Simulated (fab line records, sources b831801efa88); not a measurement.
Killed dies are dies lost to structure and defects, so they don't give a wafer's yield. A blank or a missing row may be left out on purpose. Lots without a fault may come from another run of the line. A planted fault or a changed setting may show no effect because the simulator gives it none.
fab line records | flow sfq_line
record lots=14 wafers=42 last_day=88
route steps=325 shown I1@74
lots that met no fault: from a run of the same line without faults
start_h: hours from the record's first day to the start of the lot's first wafer shown | wait_h: hours since the lot's step before | " the same as in the row above | L1.1+2: a row that stands for several wafers | - no value, or no start given | * or withheld: withheld | < > ~ a bound
route shown NAME@n: a module of which the file shows steps, and the number in the route of the first | usual: mean/standard deviation of fault-free wafers | same: alike in all rows | chamber/n: place in a boat | sites: the reading at each site | _std_site: their standard deviation | _edge_site: outer sites' mean less inner sites' | radius_mm: how far each site lies from the wafer's centre | mask NAME#n: copy n | behind: the tool/chamber that last shaped the wafer | hold: why the lot was held/for how many hours/how that ended | device: the transistor (n, p or np) that didn't switch | end of line: the same wafers' tests at the end of the route | a step without rows: its recipe alone | killed: dies lost to structure and defects at the first sort, not the wafer's yield | map: a wafer's dies, x killed, . not, _ none there
set.NAME: the setting as run; set.NAME@STEP: as run at that earlier step | model.NAME: the simulator's own value behind a step, which no gauge read
steps of the route over a sample of lots; a table a step, a row a wafer
services: from which hour (start_h, from the record's first day; less than 0 if before it) a tool's chamber was out of use, for how many hours, and why
## steps
# step SFQ_TRILAYER_I1_CMP_CMP_046
# recipe material=SiO2 down_force_psi=3 platen_rpm=60 pad_velocity_m_s=0.94248
# usual edge_zone_pressure_frac=1.000/0.0052 motor_current_A=10.1/1.1 time_to_endpoint_s=216/6.3
# columns lot.wafer tool chamber start_h wait_h edge_zone_pressure_frac motor_current_A time_to_endpoint_s
L933.1 cmp-02 1 550.85 0.0 1.004 10.3 214
L933.4 " 0 552.35 1.5 1.002 9.1 221
L933.5 " 1 " " 1.012 10.0 218
L934.1 cmp-02 0 560.33 0.5 1.002 9.5 214
L934.3 " 2 561.33 1.5 0.996 10.3 212
L934.5 " 3 " " 1.007 8.9 215
L935.3 cmp-02 3 581.68 6.2 0.998 9.1 222
L935.5 " 0 " " 0.995 9.4 235
L935.6 " 1 " " 1.009 10.1 222
L936.3 cmp-01 2 590.57 1.6 1.002 9.8 220
L936.4 " 3 " " 1.007 11.6 221
L936.6 " 0 " " 0.995 11.4 213
L937.2 cmp-02 1 600.35 0.5 0.999 10.2 212
L937.3 " 2 " " 1.003 10.9 218
L937.1 " 3 " " 1.010 9.1 214
L941.1 cmp-01 2 645.96 4.0 1.004 9.9 212
L941.3 " 3 " " 1.002 12.1 229
L941.5 " 1 647.46 5.5 0.996 8.6 219
L945.4 cmp-01 3 666.02 0.0 1.009 12.2 225
L945.6 " 3 668.02 2.0 1.002 11.5 225
L945.5 " 0 " " 0.996 11.3 228
L946.2 cmp-01 0 679.03 0.6 0.995 10.8 206
L946.1 " 2 680.03 1.6 0.999 10.0 213
L946.3 " 3 " " 0.993 11.4 212
L950.2 cmp-02 2 705.33 0.5 0.999 10.5 215
L950.4 " 3 " " 0.998 8.5 225
L950.1 " 0 " " 0.999 9.5 222
L952.3 cmp-01 0 739.34 2.0 1.014 11.4 215
L952.6 " 0 741.34 4.0 1.008 11.5 217
L952.5 " 1 " " 1.000 8.7 212
L953.1 cmp-01 1 745.34 2.0 0.999 8.7 217
L953.2 " 0 746.84 3.5 1.001 11.1 219
L953.5 " 2 747.84 4.5 1.002 9.9 234
L954.3 cmp-02 3 759.60 3.1 0.997 8.9 208
L954.2 " 0 " " 0.999 9.6 220
L954.6 " 3 761.60 5.0 0.997 8.9 224
L955.4 cmp-01 2 772.76 0.6 0.993 10.1 215
L955.1 " 0 773.76 1.6 1.001 10.7 209
L955.2 " 1 " " 0.994 8.3 213
L956.2 cmp-01 3 782.26 1.7 1.004 11.7 213
L956.1 " 0 " " 1.004 10.5 211
L956.5 " 2 783.76 3.2 0.998 10.6 214
# step SFQ_TRILAYER_I1_METRO_MEASURE_047
# usual thk_nm=200.1/0.96
# columns lot.wafer tool chamber start_h wait_h thk_nm
L933.1 film_metro-03 - 553.97 0.1 200.9
L933.4 " - " " 200.7
L933.5 " - " " 200.4
L934.1 film_metro-03 - 562.95 0.1 201.7
L934.3 " - " " 200.8
L934.5 " - " " 200.8
L935.3 film_metro-02 - 583.70 0.5 199.5
L935.5 " - " " 200.1
L935.6 " - " " 199.9
L936.3 film_metro-02 - 593.09 0.5 201.4
L936.4 " - " " 200.3
L936.6 " - " " 199.5
L937.1 film_metro-04 - 602.97 0.1 200.0
L937.2 " - " " 201.0
L937.3 " - " " 200.1
L941.1 film_metro-03 - 648.58 0.1 200.7
L941.3 " - " " 199.4
L941.5 " - " " 199.6
L945.4 film_metro-04 - 669.74 0.6 200.2
L945.5 " - " " 184.7
L945.6 " - " " 184.0
L946.1 film_metro-04 - 682.15 0.1 186.6
L946.2 " - " " 199.4
L946.3 " - " " 200.9
L950.1 film_metro-02 - 707.95 0.1 202.1
L950.2 " - " " 200.0
L950.4 " - " " 199.5
L952.3 film_metro-02 - 742.86 0.5 199.6
L952.5 " - " " 201.2
L952.6 " - " " 201.1
L953.1 film_metro-02 - 748.46 0.1 199.8
L953.2 " - " " 200.2
L953.5 " - " " 201.3
L954.2 film_metro-02 - 762.92 0.3 199.8
L954.3 " - " " 200.3
L954.6 " - " " 201.1
L955.1 film_metro-04 - 775.88 0.1 199.7
L955.2 " - " " 200.2
L955.4 " - " " 200.5
L956.1 film_metro-03 - 784.88 0.1 199.3
L956.2 " - " " 199.1
L956.5 " - " " 200.5
# step SFQ_TRILAYER_I1_VIA_ETCH_VIA_ETCH_052
# recipe target=SiO2 stop_on=Nb mask_material=PR taper_deg=20 chemistry=CHF3 target_depth_nm=260 source_w=500 bias_w=80 pressure_mtorr=30 time_s=withheld
# usual drypump_motor_current_A=5.7/0.64 oes_product_au=0.855/0.005
# columns lot.wafer tool chamber start_h wait_h drypump_motor_current_A oes_product_au
L933.1 rie_diel-01 2 557.50 0.0 6.7 0.848
L933.4 " 1 " " 4.8 0.846
L933.5 " 1 " " 4.7 0.856
L934.1 rie_diel-02 0 607.98 0.0 5.9 0.863
L934.3 " 3 " " 5.7 0.857
L934.5 " 3 " " 5.7 0.851
L935.3 rie_diel-01 2 610.18 0.0 6.7 0.854
L935.5 " 0 " " 5.3 0.852
L935.6 " 3 " " 6.7 0.851
L936.3 rie_diel-02 3 612.58 0.0 5.7 0.866
L936.4 " 1 " " 5.2 0.853
L936.6 " 1 " " 5.2 0.855
L937.1 rie_diel-03 0 617.38 0.0 6.3 0.859
L937.2 " 1 " " 6.6 0.851
L937.3 " 3 " " 5.9 0.860
L941.1 rie_diel-03 0 801.16 0.0 6.3 0.856
L941.3 " 2 " " 5.3 0.854
L941.5 " 2 " " 5.3 0.858
L945.4 rie_diel-02 1 816.76 0.0 5.2 0.855
L945.5 " 1 " " 5.2 0.816
L945.6 " 0 " " 5.8 0.817
L946.1 rie_diel-02 3 827.56 0.0 5.7 0.830
L946.2 " 1 " " 5.2 0.854
L946.3 " 0 " " 5.9 0.863
L950.1 rie_diel-02 2 858.92 0.0 5.3 0.862
L950.2 " 3 " " 5.7 0.859
L950.4 " 0 " " 5.8 0.854
L952.3 rie_diel-01 2 896.35 0.0 6.7 0.858
L952.5 " 1 " " 4.8 0.862
L952.6 " 2 " " 6.7 0.856
L953.1 rie_diel-01 2 902.35 0.0 6.7 0.846
L953.2 " 0 " " 5.3 0.860
L953.5 " 1 " " 4.8 0.853
L954.2 rie_diel-02 1 914.35 0.0 5.2 0.859
L954.3 " 2 " " 5.4 0.855
L954.6 " 0 " " 5.9 0.855
L955.1 rie_diel-02 3 928.75 0.0 5.7 0.856
L955.2 " 1 " " 5.2 0.852
L955.4 " 0 " " 5.9 0.854
L956.1 rie_diel-03 0 937.58 0.0 6.3 0.849
L956.2 " 3 " " 5.9 0.863
L956.5 " 3 " " 5.9 0.861
## services
# columns tool chamber start_h hours kind
film_metro-02 - 532.15 1.2 pm
rie_diel-02 3 555.89 16.7 repair
cmp-01 - 568.79 4.8 pm
cmp-01 - 576.58 4.0 pm
cmp-01 - 583.52 2.4 repair
cmp-02 - 585.17 2.7 repair
cmp-02 - 597.60 1.5 repair
film_metro-02 - 622.35 0.5 pm
cmp-02 - 640.68 3.5 repair
rie_diel-02 0 653.11 1.3 repair
cmp-02 - 657.18 0.5 repair
film_metro-02 - 666.70 0.7 pm
film_metro-02 - 720.60 0.7 pm
rie_diel-02 3 738.68 5.3 repair
rie_diel-02 - 739.12 14.6 pm
cmp-02 - 749.37 4.0 pm
cmp-02 - 787.28 0.3 repair
rie_diel-02 2 807.02 3.2 repair
rie_diel-02 1 859.63 1.7 repair
film_metro-02 - 866.82 0.4 pm
cmp-02 - 868.56 3.3 repair
cmp-01 - 916.58 4.0 pm
cmp-01 - 935.58 3.8 pm
rie_diel-02 - 936.42 1.2 repair
## key
first_sign step=SFQ_TRILAYER_I1_METRO_MEASURE_047 reading=thk_nm direction=down sigmas=16 usual=200.1 struck=185.1
effect step=SFQ_TRILAYER_I1_VIA_ETCH_VIA_ETCH_052 reading=oes_product_au direction=down sigmas=6.8 usual=0.855 struck=0.821
met_at SFQ_TRILAYER_I1_CMP_CMP_046
struck_lots L945,L946
struck_wafers L945.5,L945.6,L946.1
onset_between 645.96 666.02
fault kind=process_parameter_drift tool=cmp-01 chamber=- onset_h=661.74 steps=SFQ_TRILAYER_I1_CMP_CMP_046 channel=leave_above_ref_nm offset=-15 shape=step end_h=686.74 scope=struck_wafers_only acts_in=these_recipes_only stated=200
